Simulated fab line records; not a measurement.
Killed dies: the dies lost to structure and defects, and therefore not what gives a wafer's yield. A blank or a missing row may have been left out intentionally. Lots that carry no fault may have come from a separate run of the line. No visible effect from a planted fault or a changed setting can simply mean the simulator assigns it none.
Which of the tools did it? || flow gf180mcu || 12 lots (36 wafers sampled), 1 step of a 602-step route

== WHAT THE GAUGES READ, wafer by wafer ==
GF_HV_LDD_THK_MEAS_55.
{"lot": "L075", "measured": "day 12 13:23", "on": "film_metro-04", "HV_LDD_CVD_54_THK (nm)": "10.11 10.25 10.12"}
{"lot": "L077", "measured": "day 12 23:35", "on": "film_metro-02", "HV_LDD_CVD_54_THK (nm)": "10.27 10.10 10.02"}
{"lot": "L079", "measured": "day 13 15:32", "on": "film_metro-02", "HV_LDD_CVD_54_THK (nm)": "10.03 10.14 9.95"}
{"lot": "L081", "measured": "day 14 08:43", "on": "film_metro-04", "HV_LDD_CVD_54_THK (nm)": "9.92 9.83 10.00"}
{"lot": "L084", "measured": "day 15 08:35", "on": "film_metro-01", "HV_LDD_CVD_54_THK (nm)": "9.88 9.97 9.99"}
{"lot": "L085", "measured": "day 15 14:53", "on": "film_metro-04", "HV_LDD_CVD_54_THK (nm)": "9.84 9.71 9.69"}
{"lot": "L087", "measured": "day 16 16:44", "on": "film_metro-01", "HV_LDD_CVD_54_THK (nm)": "9.83 9.90 9.82"}
{"lot": "L089", "measured": "day 17 13:15", "on": "film_metro-02", "HV_LDD_CVD_54_THK (nm)": "10.14 10.05 10.13"}
{"lot": "L091", "measured": "day 17 23:56", "on": "film_metro-01", "HV_LDD_CVD_54_THK (nm)": "9.92 10.01 9.98"}
{"lot": "L092", "measured": "day 18 11:19", "on": "film_metro-02", "HV_LDD_CVD_54_THK (nm)": "9.86 9.93 9.96"}
{"lot": "L095", "measured": "day 19 07:45", "on": "film_metro-04", "HV_LDD_CVD_54_THK (nm)": "9.85 9.75 9.85"}
{"lot": "L097", "measured": "day 19 23:13", "on": "film_metro-04", "HV_LDD_CVD_54_THK (nm)": "9.87 9.93 9.97"}

== TOOL THAT RAN EACH LOT (tool first, then ch and the chambers of the sampled wafers, then the start) ==
The record holds no process step before these readings.

== THE ANSWER, worked out from the rows above alone ==
Rule: usual is defined by the lots themselves. Put in order of their means at a reading, lots are off if they are a third of the lots or fewer, leave a main group of 4 or more, and stand apart from it by a gap of 3 or more times the standard deviation of the main group's means; of several such gaps the widest counts. A main group whose means are all the same, to the digits that the tables above print for the reading, isn't used. A lot without any number at a reading at which 4 lots or more have one is off too. Where the step has rows for the other lots, those lots are counted as sound.
Across all readings shown, no lot is off: no conclusion can be drawn from this.

== WHAT THE SIMULATOR HAD INSERTED ==
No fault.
